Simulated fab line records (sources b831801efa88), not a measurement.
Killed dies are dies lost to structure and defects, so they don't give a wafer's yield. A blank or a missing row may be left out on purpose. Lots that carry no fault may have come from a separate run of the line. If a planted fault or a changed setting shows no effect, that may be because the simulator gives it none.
One fault through the eyes of 2 desks	flow sky130	each desk holds nothing but its own numbers, with what lay behind them at the end

## AT THE TOOL OWNER'S DESK: litho track-02
The tool's own readings at SKY_NWELL_COAT_18 (resist thk 3000 nm): means of the sampled wafers that have a number, for each lot that ran on this tool. Any lot whose mean is over 4 standard deviations away from the usual mean is out of limits and marked OUT; that distance is given in the brackets.
Columns: A = chill plate temp C at SKY_NWELL_COAT_18, usual 23.01 C
lot	first seen here	A
L868	day 5 01:59	22.94
L869	day 5 07:50	23.04
L873	day 6 03:41	23.01
L875	day 6 15:11	22.98
L879	day 7 12:01	23.02
L883	day 8 17:53	23.16
This desk found nothing out of limits on any of the 6 lots.

## THE METROLOGY DESK
Means of the sampled wafers that have a number, per lot and without regard to the tool the lot ran on: this is what the gauges read. Any lot whose mean is over 4 standard deviations away from the usual mean is out of limits and marked OUT; that distance is given in the brackets.
Columns: A = VT_ADJUST_LVTN_2_TW at SKY_VT_ADJUST_LVTN_TW_MEAS_21, usual 188.1; B = GATE_OXIDE_TW at SKY_GATE_OXIDE_TW_MEAS_14, usual 223.2
lot	first seen here	A	B
L868	day 7 21:04	188.5	223.0
L869	day 8 03:01	187.4	221.5
L870	day 8 06:07	186.8	223.0
L873	day 9 01:53	189.8	225.5
L875	day 9 17:38	186.9	225.6
L879	day 10 18:09	186.7	221.6
L883	day 12 03:04	187.4	223.7
L884	day 12 08:30	189.2	221.3
L887	day 13 08:24	187.4	225.8
L888	day 13 14:44	187.0	224.6
L889	day 13 18:51	189.3	225.8
L890	day 14 00:23	186.7	220.8
This desk found nothing out of limits on any of the 12 lots.

## BROUGHT TOGETHER
Nothing out of limits was seen by the tool owner's desk.
Metrology desk: nothing out of limits seen.

## WHAT THE SIMULATOR HAD PUT IN
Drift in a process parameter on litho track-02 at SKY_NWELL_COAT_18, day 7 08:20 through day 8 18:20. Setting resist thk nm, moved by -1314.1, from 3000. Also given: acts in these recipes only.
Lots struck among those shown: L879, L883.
